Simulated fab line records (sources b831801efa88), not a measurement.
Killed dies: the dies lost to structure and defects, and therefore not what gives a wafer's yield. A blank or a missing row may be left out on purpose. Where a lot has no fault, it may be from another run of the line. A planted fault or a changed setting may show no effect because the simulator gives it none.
Code-filled problem report in 8D (eight disciplines) form | flow gf180mcu | the parts of the form that need people (team, actions taken, sign-off) are left out

## 1. PROBLEM STATEMENT
Wafers free of any fault read 46.16 ohm/sq (standard deviation 0.085) for NSD_RS at GF_PSD_RS_MEAS_14, against a mean of 41.51 ohm/sq on 6 wafers of 2 lots. That is -55 standard deviations from the usual mean.
The step: measures by four-point-probe.
The first sign was on wafer L909.2 at day 19 09:19, on film-metro-01. The record has a number at this step for 39 wafers belonging to 13 lots. The rule behind "out" and "out of limits": a value lying over 4 standard deviations away from the usual mean. All remaining wafers that have a number are taken as sound.

## 2. WHAT IT IS, AND WHAT IT ISN'T
question                    | is                           | is not
which readings at this step | NSD_RS                       | -
which lots                  | L909, L913                   | L895, L896, L897, L898, L899, L900, L901, L905, L907, L912, L917
which wafers of those lots  | all that have a number       | -
read on which gauges        | film-metro-01, film-metro-04 | film-metro-03
when                        | from day 19 09:19            | up to then (27 sound wafers); but 6 sound wafers of L912, L917 came after

## 3. THE SUSPECTS, EACH WITH WHAT RULES IT OUT
Counting: a tool stays on the suspect list if, at a process step up to the reading, it processed all lots that are out and no sound lot following the first of them.
- the gauge at GF_PSD_RS_MEAS_14 is ruled out. The wafers that are out were read on 2 gauges (film-metro-01, film-metro-04).
- rtp-anneal-02 at GF_PSD_RTA_13 (time 20 s): kept. It processed each lot that is out, first L909 at day 19 09:13, and no sound lot thereafter; up to then, the last sound lot it processed was L907 at day 18 11:01. Out on those wafers are its own readings of wafer_temp_C_max.
After counting, what remains is rtp-anneal-02 at GF_PSD_RTA_13.

## 4. THE CAUSE (what the simulator had put in)
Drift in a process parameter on rtp-anneal-02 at GF_PSD_RTA_13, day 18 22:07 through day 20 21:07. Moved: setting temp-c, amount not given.
This tool alone remained once counting was done.

## 5. THE EFFECT CHAIN, in route order
Each row: a reading whose mean over the struck wafers that have a number lies more than 3 standard deviations from the usual. Scope: only readings with a usual standard deviation given in the record; hours: median across lots of the time from each lot's start at the first step in this table that gives one to its start at this step; sigmas: change in usual standard deviations.
hours | step              | reading          | usual         | on struck wafers | change | sigmas
0     | GF_PSD_RTA_13     | wafer_temp_C_max | 1030.7        | 1063.4           | +32.7  | +27
0     | GF_PSD_RS_MEAS_14 | NSD_RS           | 46.16 ohm/sq  | 41.51            | -4.65  | -55
0     | GF_PSD_RS_MEAS_15 | PSD_RS           | 108.67 ohm/sq | 95.43            | -13.24 | -47
Process steps it contains:
- GF_PSD_RTA_13: time 20 s.

## 6. WHAT WOULD HAVE CAUGHT IT SOONER
The first out-of-limits reading at a measuring or inspecting step in this record came at day 19 09:19, 11 hours after the fault's start at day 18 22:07.
Tool's own readings at GF_PSD_RTA_13, wafer_temp_C_max: out on all struck wafers the step has rows for; an alarm limit on them would have tripped on the first.
Lots out: 2; of these, L913 started GF_PSD_RTA_13 on rtp-anneal-02 after day 19 09:19. A hold on the tool at that time would have spared it.
